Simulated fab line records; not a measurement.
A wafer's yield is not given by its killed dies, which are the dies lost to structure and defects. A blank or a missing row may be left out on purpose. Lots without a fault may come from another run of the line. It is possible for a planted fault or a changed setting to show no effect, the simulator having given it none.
Matching of chambers || flow sky130 || SKY_CONTACT_CVD_00 on pecvd-04 has 3 sister chambers
The step deposits Si3N4, target thk 75 nm. 6 wafers are shown with their chamber, then 8 later ones without.

== WAFERS WITH THEIR CHAMBER ==
{"wafer": "L081.5", "chamber": 0, "heater power outer w (W)": 475, "heater power w (W)": 751}
{"wafer": "L083.1", "chamber": 0, "heater power outer w (W)": 413, "heater power w (W)": 654}
{"wafer": "L083.3", "chamber": 2, "heater power outer w (W)": 322, "heater power w (W)": 559}
{"wafer": "L088.1", "chamber": 2, "heater power outer w (W)": 413, "heater power w (W)": 668}
{"wafer": "L088.4", "chamber": 1, "heater power outer w (W)": 384, "heater power w (W)": 607}
{"wafer": "L089.2", "chamber": 1, "heater power outer w (W)": 357, "heater power w (W)": 552}

== WAFERS WITHOUT THEIR CHAMBER ==
{"wafer": "L089.4", "heater power outer w (W)": 425, "heater power w (W)": 689}
{"wafer": "L089.5", "heater power outer w (W)": 344, "heater power w (W)": 561}
{"wafer": "L093.1", "heater power outer w (W)": 445, "heater power w (W)": 682}
{"wafer": "L093.5", "heater power outer w (W)": 382, "heater power w (W)": 639}
{"wafer": "L093.6", "heater power outer w (W)": 407, "heater power w (W)": 668}
{"wafer": "L096.1", "heater power outer w (W)": 409, "heater power w (W)": 700}
{"wafer": "L096.3", "heater power outer w (W)": 412, "heater power w (W)": 693}
{"wafer": "L096.6", "heater power outer w (W)": 417, "heater power w (W)": 694}

== THE CHAMBER EACH PASSED THROUGH ==
{"wafer": "L089.4", "from the rows above": "can't be placed: 0 or 2 or 1", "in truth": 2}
{"wafer": "L089.5", "from the rows above": "can't be placed: 1 or 2", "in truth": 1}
{"wafer": "L093.1", "from the rows above": "can't be placed: 0 or 2 or 1", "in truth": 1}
{"wafer": "L093.5", "from the rows above": "can't be placed: 2 or 1 or 0", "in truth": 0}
{"wafer": "L093.6", "from the rows above": "can't be placed: 0 or 2 or 1", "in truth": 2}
{"wafer": "L096.1", "from the rows above": "can't be placed: 0 or 2 or 1", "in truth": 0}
{"wafer": "L096.3", "from the rows above": "can't be placed: 0 or 2 or 1", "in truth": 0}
{"wafer": "L096.6", "from the rows above": "can't be placed: 0 or 2 or 1", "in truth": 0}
0 of 8 placed correctly. Can't be placed from these rows: 8 (the true chamber is among the candidates in 8). Number placed wrongly: 0.
How it was worked out, from the rows above alone: a wafer's distance from a chamber is the root of the sum, over the readings, of the square of ((its reading less the chamber's mean) divided by the reading's scatter). The wafer belongs to the nearest chamber; if the next one is less than 2 further off, it can't be placed. Each chamber's mean is taken over the wafers shown for it. The scatter: the root of (the sum of the squares of (reading less its chamber's mean) over the shown wafers, divided by (wafers less chambers)).
